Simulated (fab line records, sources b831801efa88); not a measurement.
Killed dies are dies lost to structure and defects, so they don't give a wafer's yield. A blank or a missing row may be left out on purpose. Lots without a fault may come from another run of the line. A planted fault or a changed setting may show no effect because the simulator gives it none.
Which tool did it? | flow sky130 | 13 lots, 39 wafers sampled, at 5 steps of a route of 708

WHAT THE GAUGES READ, wafer by wafer
SKY_NWELL_TW_MEAS_15. Usual: NWELL_TW 1835, standard deviation 15.
lot  | measured    | on            | NWELL_TW                      | flag
L142 | day 5 07:27 | film_metro-01 | 1864 1855 1850                |
L143 | day 5 11:38 | film_metro-04 | 1845 1857 1851                |
L145 | day 5 21:27 | film_metro-04 | 1841 1837 1839                |
L147 | day 6 08:12 | film_metro-01 | 1850 1855 1852                |
L149 | day 7 02:08 | film_metro-01 | 1851 1845 1842                |
L152 | day 7 16:29 | film_metro-04 | 1824 1824 1820                |
L153 | day 7 21:49 | film_metro-03 | 1691 1694 1691 1686 1689 1695 | OFF
L154 | day 8 04:24 | film_metro-01 | 1851 1833 1848                |
L155 | day 8 09:40 | film_metro-03 | 1818 1825 1827                |
L156 | day 8 17:10 | film_metro-03 | 1697 1688 1699 1705 1690 1701 | OFF
L157 | day 8 22:37 | film_metro-04 | 1845 1842 1846                |
L158 | day 9 03:10 | film_metro-03 | 1820 1809 1812                |
L159 | day 9 09:44 | film_metro-04 | 1726 1722 1718 1721 1729 1726 | OFF

SKY_NWELL_RS_MEAS_29: measures by four-point-probe. Usual: NWELL_RS 624.1 ohm/sq, standard deviation 1.3.
lot  | measured     | on            | NWELL_RS (ohm/sq)                   | flag
L142 | day 6 01:14  | film_metro-03 | 624.1 623.7 622.3                   |
L143 | day 6 05:31  | film_metro-01 | 622.4 623.3 621.0                   |
L145 | day 6 16:05  | film_metro-04 | 626.7 624.8 624.1                   |
L147 | day 7 03:12  | film_metro-04 | 624.4 625.5 626.3                   |
L149 | day 7 22:22  | film_metro-01 | 624.1 622.2 624.4                   |
L152 | day 8 13:28  | film_metro-04 | 626.2 626.2 626.7                   |
L153 | day 8 18:56  | film_metro-01 | 704.0 707.1 704.6 706.0 706.0 703.8 | OFF
L154 | day 9 02:08  | film_metro-01 | 623.4 622.8 622.2                   |
L155 | day 9 06:52  | film_metro-03 | 623.4 623.4 623.4                   |
L156 | day 9 15:25  | film_metro-04 | 707.4 708.5 707.7 706.7 708.4 706.5 | OFF
L157 | day 9 20:27  | film_metro-01 | 622.0 623.4 623.7                   |
L158 | day 10 02:06 | film_metro-03 | 624.0 623.9 623.9                   |
L159 | day 10 08:07 | film_metro-01 | 707.1 707.1 706.6 706.9 706.7 706.6 | OFF

SKY_SONOS_ONO_THK_MEAS_01. Usual: SONOS_ONO_OXIDATION_THK 2.58 nm, standard deviation 0.06.
lot  | measured     | on            | SONOS_ONO_OXIDATION_THK (nm) | flag
L142 | day 12 10:44 | film_metro-04 | 2.47 2.48 2.54               |
L143 | day 12 14:44 | film_metro-02 | 2.49 2.52 2.53               |
L145 | day 13 05:11 | film_metro-02 | 2.50 2.54 2.57               |
L147 | day 13 22:56 | film_metro-01 | 2.65 2.65 2.66               |
L149 | day 14 23:56 | film_metro-04 | 2.65 2.63 2.56               |
L152 | day 15 20:21 | film_metro-04 | 2.66 2.59 2.62               |
L154 | day 16 09:19 | film_metro-04 | 2.58 2.50 2.52               |
L155 | day 16 14:28 | film_metro-01 | 2.51 2.63 2.57               |
L157 | day 17 05:41 | film_metro-04 | 2.53 2.58 2.59               |
L158 | day 17 13:01 | film_metro-02 | 2.58 2.61 2.61               |

SKY_SONOS_ONO_OVL_MEAS_14. Usual: SONOS_ONO_OVL 0.0 nm, standard deviation 1.9.
lot  | measured     | on         | SONOS_ONO_OVL (nm) | flag
L142 | day 13 19:38 | overlay-01 | 0.5 0.1 1.5        |
L143 | day 13 20:10 | overlay-02 | 0.8 1.0 0.6        |
L145 | day 14 10:20 | overlay-02 | -0.7 -1.9 -1.2     |
L147 | day 15 06:43 | overlay-01 | -2.7 -2.7 -1.7     |
L149 | day 16 04:53 | overlay-01 | -0.7 -1.8 -0.4     |
L152 | day 18 07:44 | overlay-02 | 0.7 0.1 -0.3       |
L154 | day 18 07:41 | overlay-01 | -0.3 0.6 1.7       |
L155 | day 18 10:37 | overlay-01 | 0.7 0.6 0.7        |
L157 | day 18 15:34 | overlay-02 | -2.0 -2.2 -2.1     |
L158 | day 18 22:42 | overlay-02 | 2.9 3.4 4.0        |

WHICH TOOL RAN EACH LOT (tool, then ch and the chambers of the sampled wafers, then the start)
lot  | SKY_NWELL_IMPLANT_11
L142 | implanter-02 ch 0, day 5 06:55
L143 | implanter-03 ch 0, day 5 11:05
L145 | implanter-02 ch 0, day 5 20:54
L147 | implanter-02 ch 0, day 6 07:39
L149 | implanter-02 ch 0, day 7 01:35
L152 | implanter-02 ch 0, day 7 15:56
L153 | implanter-02 ch 0, day 7 21:17
L154 | implanter-04 ch 0, day 8 03:52
L155 | implanter-04 ch 0, day 8 09:07
L156 | implanter-02 ch 0, day 8 16:40
L157 | implanter-03 ch 0, day 8 22:05
L158 | implanter-04 ch 0, day 9 02:39
L159 | implanter-02 ch 0, day 9 09:12
- SKY_NWELL_IMPLANT_11

WHAT THE TOOLS THEMSELVES READ (means of the sampled wafers that have a number; where no wafer has one, the mark that the record gives instead)
The record holds no such reading with a usual standard deviation.

THE ANSWER, worked out from the rows above alone
Rule: a lot is off if the mean of its wafers that have a number lies more than 3 standard deviations from the usual mean. A lot without any number at a reading at which 4 lots or more have one is off too. The other lots that the step has rows for count as sound. The gauges are gone through in route order, then the tools' own readings, and for those a lot's mean is taken as printed above. The first step at which some lot is off is used, and at that step the reading that is off furthest; a lot without a number counts as furthest.
Off: L153, L156, L159, at SKY_NWELL_TW_MEAS_15 (NWELL_TW).
A tool fits if, at a process step before that reading, it ran every lot that is off, and no sound lot after the first of them. The gauges at SKY_NWELL_TW_MEAS_15 are tried like those tools. One fits: implanter-02 at SKY_NWELL_IMPLANT_11. Its last sound lot is L152 (day 7 15:56), its first lot that is off L153 (day 7 21:17): a fault that began between those two fits.

WHAT THE SIMULATOR HAD PUT IN
Process parameter drift: implanter-02, from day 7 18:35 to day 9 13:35, at SKY_NWELL_IMPLANT_11. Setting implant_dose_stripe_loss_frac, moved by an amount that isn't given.
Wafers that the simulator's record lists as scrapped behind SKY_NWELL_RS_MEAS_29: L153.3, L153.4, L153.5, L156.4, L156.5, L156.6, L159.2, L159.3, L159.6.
Lots struck among those shown: L153, L156, L159. The rule above found the same.
